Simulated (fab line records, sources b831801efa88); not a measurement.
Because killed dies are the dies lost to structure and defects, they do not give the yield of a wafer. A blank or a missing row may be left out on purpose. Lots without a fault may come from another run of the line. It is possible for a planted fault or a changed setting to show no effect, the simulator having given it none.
fab line records ; flow gf180mcu
record: lots: 13; wafers: 39; last-day: 34
route steps=602 shown LVPWELL@63 M2@362 V2@398
lots that met no fault: taken from a fault-free run of the same line
start-h: start of the lot's first displayed wafer, in hours after the record's first day ; wait-h: hours from the lot's prior step to this one ; " identical to the entry in the row above ; L1.1+2: several wafers, shown together as one row ; - value missing, or start not given ; * or withheld: withheld ; < > ~ a bound
route shown NAME@n: NAME is a module with steps in the file, n the number in the route of the first one ; usual: mean/standard deviation taken from wafers without a fault ; same: alike in all rows ; chamber/n: place in a boat ; sites: readings site by site ; _std_site: the standard deviation of these ; _edge_site: inner sites' mean taken away from outer sites' mean ; radius-mm: how far each site lies from the wafer's centre ; mask NAME#n: copy n ; behind: the tool/chamber that last shaped the wafer ; hold: what put the lot on hold/how long, in hours/how the hold closed ; device: whichever transistor did not switch (one of n, p or np) ; end of line: the tests these same wafers got at the end of their route ; a step given without rows: its recipe and nothing more ; killed: the dies lost at the first sort to structure and to defects; this is not the yield of the wafer ; map: dies across one wafer; x = killed, . = not, _ = none there
set.NAME: the run value of the setting; set.NAME@STEP: its run value at that earlier step ; model.NAME: the simulator's own value behind a step, which no gauge read
a sample of lots followed through the steps of the route, with each step as a table and each wafer as a row
services: the hour from which a tool's chamber was out of use, counted from the record's first day as start-h (under 0 if before that day), plus the number of hours and why
== steps ==
step: GF_LVPWELL_IMPLANT_09
recipe: species: B; energy-kev: 60; dose-cm2: 5e+12; tilt-deg: 0
lot.wafer;tool;chamber;start-h;wait-h
L507.2+4+6;implanter-01;0;67.66;0.1
L510.1+4+6;implanter-02;0;84.79;0.1
L511.3+4+6;implanter-02;0;92.71;0.1
L512.3+5+6;implanter-01;0;95.98;0.1
L513.3+4+6;implanter-02;0;101.91;0.1
L515.1+2+5;implanter-02;0;111.31;0.1
L521.1+4+6;implanter-02;0;149.36;0.1
L522.1+5+6;implanter-02;0;152.76;0.1
L524.2+4+6;implanter-01;0;165.78;0.1
L525.2+4+6;implanter-03;0;170.16;0.1
L526.3+4+6;implanter-01;0;174.66;0.1
L528.1+2+3;implanter-03;0;187.58;0.1
L529.4+5+6;implanter-03;0;192.26;0.1
step: GF_VT_IMPLANT_RS_MEAS_48
recipe: thk-meas-gauge: four-point-probe
usual: LVPWELL_RS: 1196/3.3
lot.wafer;tool;chamber;start-h;wait-h;LVPWELL_RS[ohm/sq]
L507.2;film-metro-01;-;153.93;0.1;1195
L507.4;film-metro-01;-;153.93;0.1;1192
L507.6;film-metro-01;-;153.93;0.1;1194
L510.1;film-metro-01;-;175.02;0.1;1197
L510.4;film-metro-01;-;175.02;0.1;1198
L510.6;film-metro-01;-;175.02;0.1;1199
L511.3;film-metro-03;-;184.58;0.1;1195
L511.4;film-metro-03;-;184.58;0.1;1199
L511.6;film-metro-03;-;184.58;0.1;1198
L512.3;film-metro-01;-;188.40;0.1;1199
L512.5;film-metro-01;-;188.40;0.1;1196
L512.6;film-metro-01;-;188.40;0.1;1200
L513.3;film-metro-01;-;196.25;0.1;1196
L513.4;film-metro-01;-;196.25;0.1;1199
L513.6;film-metro-01;-;196.25;0.1;1195
L515.1;film-metro-04;-;208.11;0.1;1194
L515.2;film-metro-04;-;208.11;0.1;1193
L515.5;film-metro-04;-;208.11;0.1;1197
L521.1;film-metro-04;-;253.39;0.1;1210
L521.4;film-metro-04;-;253.39;0.1;1205
L521.6;film-metro-04;-;253.39;0.1;1211
L522.1;film-metro-04;-;258.28;0.1;1217
L522.5;film-metro-04;-;258.28;0.1;1217
L522.6;film-metro-04;-;258.28;0.1;1219
L524.2;film-metro-01;-;275.35;0.1;1191
L524.4;film-metro-01;-;275.35;0.1;1193
L524.6;film-metro-01;-;275.35;0.1;1191
L525.2;film-metro-03;-;279.03;0.1;1198
L525.4;film-metro-03;-;279.03;0.1;1201
L525.6;film-metro-03;-;279.03;0.1;1198
L526.3;film-metro-04;-;285.37;0.1;1193
L526.4;film-metro-04;-;285.37;0.1;1191
L526.6;film-metro-04;-;285.37;0.1;1192
L528.1;film-metro-03;-;298.50;0.1;1190
L528.2;film-metro-03;-;298.50;0.1;1190
L528.3;film-metro-03;-;298.50;0.1;1190
L529.4;film-metro-04;-;304.04;0.1;1199
L529.5;film-metro-04;-;304.04;0.1;1194
L529.6;film-metro-04;-;304.04;0.1;1196
step: GF_M2_SPUTTER_00
recipe: material: Ti; target-thk-nm: 37.5; arriving-ion-energy-ev: 80; substrate-temp-c: 200; chamber-pressure-pa: 2; power-w: 4000; time-s: 150
usual: throttle-valve-pct: 29.5/1.1
lot.wafer;tool;chamber;start-h;wait-h;throttle-valve-pct
L507.2;pvd-sputter-03;-;404.31;0.1;30.1
L507.4;pvd-sputter-03;-;404.31;0.1;29.9
L507.6;pvd-sputter-03;-;404.31;0.1;30.3
L510.1;pvd-sputter-03;-;431.42;0.1;30.2
L510.4;pvd-sputter-03;-;431.42;0.1;30.2
L510.6;pvd-sputter-03;-;431.42;0.1;30.0
L511.3;pvd-sputter-04;-;443.79;0.1;28.7
L511.4;pvd-sputter-04;-;443.79;0.1;31.0
L511.6;pvd-sputter-04;-;443.79;0.1;27.8
L512.3;pvd-sputter-04;-;455.53;0.1;31.2
L512.5;pvd-sputter-04;-;455.53;0.1;28.8
L512.6;pvd-sputter-04;-;455.53;0.1;28.4
L513.3;pvd-sputter-04;-;460.69;0.1;31.0
L513.4;pvd-sputter-04;-;460.69;0.1;28.5
L513.6;pvd-sputter-04;-;460.69;0.1;31.0
L515.1;pvd-sputter-03;-;480.30;0.2;30.5
L515.2;pvd-sputter-03;-;480.30;0.2;30.2
L515.5;pvd-sputter-03;-;480.30;0.2;30.3
L521.1;pvd-sputter-03;-;540.90;0.2;30.4
L521.4;pvd-sputter-03;-;540.90;0.2;29.7
L521.6;pvd-sputter-03;-;540.90;0.2;30.0
L522.1;pvd-sputter-03;-;551.38;0.1;30.0
L522.5;pvd-sputter-03;-;551.38;0.1;30.4
L522.6;pvd-sputter-03;-;551.38;0.1;30.2
L524.2;pvd-sputter-04;-;576.78;0.2;28.6
L524.4;pvd-sputter-04;-;576.78;0.2;28.7
L524.6;pvd-sputter-04;-;576.78;0.2;28.1
L525.2;pvd-sputter-02;-;581.79;0.2;28.0
L525.4;pvd-sputter-02;-;581.79;0.2;30.1
L525.6;pvd-sputter-02;-;581.79;0.2;30.0
L526.3;pvd-sputter-03;-;585.34;0.2;30.0
L526.4;pvd-sputter-03;-;585.34;0.2;30.1
L526.6;pvd-sputter-03;-;585.34;0.2;30.2
L528.1;pvd-sputter-03;-;592.96;0.2;30.3
L528.2;pvd-sputter-03;-;592.96;0.2;30.1
L528.3;pvd-sputter-03;-;592.96;0.2;30.0
L529.4;pvd-sputter-04;-;600.72;0.1;27.9
L529.5;pvd-sputter-04;-;600.72;0.1;28.6
L529.6;pvd-sputter-04;-;600.72;0.1;28.8
step: GF_M2_SPUTTER_03
recipe: material: Ti; target-thk-nm: 10; substrate-temp-c: 300; chamber-pressure-pa: 0.3096; power-w: 3000; time-s: 6.7
usual: throttle-valve-pct: 29.5/1.1
lot.wafer;tool;chamber;start-h;wait-h;throttle-valve-pct
L507.2;pvd-sputter-03;-;404.47;0.0;30.3
L507.4;pvd-sputter-03;-;404.47;0.0;30.2
L507.6;pvd-sputter-03;-;404.47;0.0;30.4
L510.1;pvd-sputter-03;-;431.58;0.0;30.3
L510.4;pvd-sputter-03;-;431.58;0.0;30.1
L510.6;pvd-sputter-03;-;431.58;0.0;30.0
L511.3;pvd-sputter-04;-;443.95;0.0;28.6
L511.4;pvd-sputter-04;-;443.95;0.0;30.9
L511.6;pvd-sputter-04;-;443.95;0.0;27.7
L512.3;pvd-sputter-04;-;455.69;0.0;31.2
L512.5;pvd-sputter-04;-;455.69;0.0;28.4
L512.6;pvd-sputter-04;-;455.69;0.0;28.4
L513.3;pvd-sputter-04;-;460.85;0.0;30.8
L513.4;pvd-sputter-04;-;460.85;0.0;28.7
L513.6;pvd-sputter-04;-;460.85;0.0;31.0
L515.1;pvd-sputter-03;-;480.46;0.0;30.3
L515.2;pvd-sputter-03;-;480.46;0.0;30.2
L515.5;pvd-sputter-03;-;480.46;0.0;30.6
L521.1;pvd-sputter-03;-;541.06;0.0;30.4
L521.4;pvd-sputter-03;-;541.06;0.0;30.2
L521.6;pvd-sputter-03;-;541.06;0.0;30.4
L522.1;pvd-sputter-03;-;551.55;0.0;30.6
L522.5;pvd-sputter-03;-;551.55;0.0;30.1
L522.6;pvd-sputter-03;-;551.55;0.0;30.1
L524.2;pvd-sputter-04;-;576.96;0.0;28.5
L524.4;pvd-sputter-04;-;576.96;0.0;28.3
L524.6;pvd-sputter-04;-;576.96;0.0;28.3
L525.2;pvd-sputter-02;-;581.95;0.0;27.8
L525.4;pvd-sputter-02;-;581.95;0.0;30.1
L525.6;pvd-sputter-02;-;581.95;0.0;29.8
L526.3;pvd-sputter-03;-;585.50;0.0;30.3
L526.4;pvd-sputter-03;-;585.50;0.0;30.1
L526.6;pvd-sputter-03;-;585.50;0.0;30.1
L528.1;pvd-sputter-03;-;593.12;0.0;30.4
L528.2;pvd-sputter-03;-;593.12;0.0;30.1
L528.3;pvd-sputter-03;-;593.12;0.0;29.9
L529.4;pvd-sputter-04;-;600.88;0.0;27.9
L529.5;pvd-sputter-04;-;600.88;0.0;28.6
L529.6;pvd-sputter-04;-;600.88;0.0;28.5
step: GF_V2_ETCH_16
recipe: chemistry: N2/H2; target-depth-a: withheld; overetch-a: withheld; time-s: withheld; target: BARC; ion-energy-ev: 200; source-w: 500; bias-w: 100; pressure-mtorr: 30; n2-flow-sccm: 100; h2-flow-sccm: 200
usual: bias-w: 100.0/0.32; drypump-motor-current-A: 5.5/0.44; oes-product-au: 0.855/0.005; throttle-valve-pct: 13.225/0.009
lot.wafer;tool;chamber;start-h;wait-h;bias-w;drypump-motor-current-A;oes-product-au;throttle-valve-pct
L507.2;rie-diel-03;2;452.95;0.0;100.6;5.8;0.854;13.217
L507.4;rie-diel-03;0;452.95;0.0;99.8;5.6;0.856;13.209
L507.6;rie-diel-03;3;452.95;0.0;99.7;5.4;0.850;13.229
L510.1;rie-diel-02;3;482.27;0.0;100.4;5.1;0.857;13.231
L510.4;rie-diel-02;0;482.27;0.0;100.2;5.0;0.855;13.230
L510.6;rie-diel-02;2;482.27;0.0;100.0;5.5;0.855;13.210
L511.3;rie-diel-03;0;494.82;0.0;99.9;5.6;0.857;13.229
L511.4;rie-diel-03;1;494.82;0.0;99.8;6.6;0.851;13.215
L511.6;rie-diel-03;0;494.82;0.0;100.1;5.6;0.854;13.216
L512.3;rie-diel-02;0;505.27;0.0;100.0;5.1;0.850;13.233
L512.5;rie-diel-02;0;505.27;0.0;100.1;5.0;0.858;13.230
L512.6;rie-diel-02;1;505.27;0.0;99.8;5.7;0.857;13.227
L513.3;rie-diel-02;1;510.57;0.0;100.3;5.7;0.858;13.235
L513.4;rie-diel-02;2;510.57;0.0;99.7;5.5;0.858;13.210
L513.6;rie-diel-02;3;510.57;0.0;99.8;5.1;0.854;13.221
L515.1;rie-diel-01;0;528.70;0.0;99.7;5.5;0.848;13.250
L515.2;rie-diel-01;3;528.70;0.0;99.3;5.4;0.853;13.213
L515.5;rie-diel-01;3;528.70;0.0;99.9;5.4;0.859;13.222
L521.1;rie-diel-03;2;585.32;0.0;99.7;5.8;0.857;13.232
L521.4;rie-diel-03;1;585.32;0.0;100.0;6.6;0.855;13.215
L521.6;rie-diel-03;2;585.32;0.0;99.9;5.8;0.850;13.222
L522.1;rie-diel-01;1;595.77;0.0;99.9;4.9;0.858;13.202
L522.5;rie-diel-01;2;595.77;0.0;100.3;6.4;0.852;13.230
L522.6;rie-diel-01;3;595.77;0.0;100.1;5.4;0.853;13.214
L524.2;rie-diel-03;2;620.75;0.0;100.2;5.8;0.846;13.223
L524.4;rie-diel-03;0;620.75;0.0;100.5;5.6;0.863;13.223
L524.6;rie-diel-03;1;620.75;0.0;100.6;6.6;0.850;13.231
L525.2;rie-diel-02;1;625.70;0.0;99.6;5.7;0.855;13.225
L525.4;rie-diel-02;0;625.70;0.0;99.7;5.0;0.859;13.234
L525.6;rie-diel-02;2;625.70;0.0;99.8;5.5;0.860;13.229
L526.3;rie-diel-02;1;628.65;0.0;100.1;5.7;0.844;13.231
L526.4;rie-diel-02;2;628.65;0.0;99.3;5.6;0.861;13.238
L526.6;rie-diel-02;2;628.65;0.0;99.5;5.5;0.859;13.216
L528.1;rie-diel-02;3;635.57;0.0;99.7;5.1;0.857;13.232
L528.2;rie-diel-02;1;635.57;0.0;99.7;5.7;0.852;13.224
L528.3;rie-diel-02;0;635.57;0.0;99.9;5.0;0.855;13.239
L529.4;rie-diel-02;0;643.32;0.0;100.3;5.0;0.851;13.239
L529.5;rie-diel-02;0;643.32;0.0;100.6;5.0;0.872;13.216
L529.6;rie-diel-02;1;643.32;0.0;100.1;5.7;0.851;13.218
== services ==
tool;chamber;start-h;hours;kind
rie-diel-02;3;83.96;1.2;repair
pvd-sputter-03;-;113.39;1.2;repair
rie-diel-02;-;118.42;15.6;pm
pvd-sputter-03;-;169.12;1.0;repair
pvd-sputter-03;-;198.45;1.9;repair
implanter-02;-;210.45;2.3;repair
pvd-sputter-04;-;213.79;3.1;repair
rie-diel-02;-;217.34;0.2;repair
rie-diel-02;0;247.88;4.7;repair
rie-diel-02;3;296.63;5.4;repair
implanter-02;-;322.56;7.7;repair
implanter-02;-;336.15;2.7;pm
pvd-sputter-04;-;344.46;1.6;repair
pvd-sputter-03;-;357.68;8.5;repair
rie-diel-02;-;384.84;0.6;repair
implanter-02;-;389.62;2.5;pm
rie-diel-02;3;397.38;2.5;repair
implanter-02;-;453.12;11.3;pm
rie-diel-02;-;493.94;1.2;repair
pvd-sputter-04;-;552.83;0.6;repair
pvd-sputter-04;-;579.72;5.8;repair
implanter-02;-;612.34;22.8;repair
pvd-sputter-04;-;618.03;2.0;repair
rie-diel-02;-;622.33;2.8;pm
== key ==
first-sign: step: GF_VT_IMPLANT_RS_MEAS_48; reading: LVPWELL_RS; direction: up; sigmas: 5.4; usual: 1196; struck: 1213
effect none on later readings
met-at GF_LVPWELL_IMPLANT_09
struck-lots L521,L522
tester-left-out L521,L522
not-acting-at GF_M2_SPUTTER_00,GF_M2_SPUTTER_03,GF_V2_ETCH_16
onset-between 111.31 149.36
fault: kind: process-parameter-drift; tool: implanter-02; chamber: -; onset-h: 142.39; steps: GF_LVPWELL_IMPLANT_09; channel: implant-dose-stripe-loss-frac; offset: 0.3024; shape: step; end-h: 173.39
tester-left-out: of these lots the tester's yield and bins aren't shown, on N5 and GAA mostly nor the transistor test; their killed dies are dies lost to structure and defects alone, not to doping, threshold or leakage, so they don't give the yield
